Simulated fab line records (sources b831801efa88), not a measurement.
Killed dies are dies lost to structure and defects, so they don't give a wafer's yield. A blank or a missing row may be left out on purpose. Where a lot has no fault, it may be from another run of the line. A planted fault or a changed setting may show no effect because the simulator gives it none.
Problem report, 8D (eight disciplines) form, completed by code ; flow gf180mcu ; the parts of the form that need people (team, actions taken, sign-off) are left out

## 1. WHAT IS WRONG
Mean of run_length_s at GF_PSD_SOFTBAKE_03: 102.08 s across 4 wafers in 3 lots; on wafers with no fault it is 89.30 s (standard deviation 0.13). Relative to the usual mean, that is a shift of +98 standard deviations.
The step: time 60 s.
Earliest sighting: wafer L904.1 on litho_track-04 at day 19 11:37. Wafers with a number at this step in the record: 42, from 15 lots. By rule, "out" or "out of limits" means more than 4 standard deviations away from the usual mean. Any other wafer with a number is counted as sound.

## 2. WHAT IT IS; WHAT IT IS NOT
question;is;is not
which readings at this step;run_length_s;-
which lots;L904, L905, L907;L888, L889, L890, L891, L892, L893, L894, L895, L896, L897, L910, L911
which wafers of those lots;L904.1, L904.2, L905.2, L907.1;L905.5, L907.6
read on which tools;litho_track-04;litho_track-01, litho_track-02
when;from day 19 11:37;"up to then (30 sound wafers); but 8 sound wafers of L905, L907, L910, L911 came after"

## 3. THE SUSPECTS, EACH WITH WHAT RULES IT OUT
Counting: any tool at a process step up to the reading remains a suspect provided it ran every lot that is out. Sound lots after the first of them don't rule it out here, since some wafers of a struck lot are sound.
- litho_track-04 at GF_PSD_SOFTBAKE_03 (time 60 s): kept. It ran every lot that is out, first L904 (day 19 11:37); its last sound lot up to then is L896 (day 16 22:35). Out on those wafers are its own readings of run_length_s.
The count leaves litho_track-04 at GF_PSD_SOFTBAKE_03.

## 4. THE CAUSE (what the simulator had put in)
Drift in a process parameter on litho_track-04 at GF_PSD_SOFTBAKE_03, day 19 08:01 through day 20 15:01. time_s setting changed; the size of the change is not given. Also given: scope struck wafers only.
After counting, this tool was the only one left.

## 5. SEQUENCE OF EFFECTS, ordered by route
Each row: a reading whose mean over the struck wafers that have a number lies more than 3 standard deviations from the usual. Only readings whose record carries a usual standard deviation are examined. hours: median over the lots of the time between each lot's start at the first step of this table that gives one and its start at this step. sigmas: the change, counted in usual standard deviations.
hours;step;reading;usual;on struck wafers;change;sigmas
0;GF_PSD_SOFTBAKE_03;run_length_s;89.30 s;102.08;+12.78;+98
Its process steps:
- GF_PSD_SOFTBAKE_03: time 60 s.

## 6. WHAT WOULD HAVE CAUGHT IT SOONER
The fault began at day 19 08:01; the first out-of-limits reading in this record came at day 19 11:37, 4 hours later.
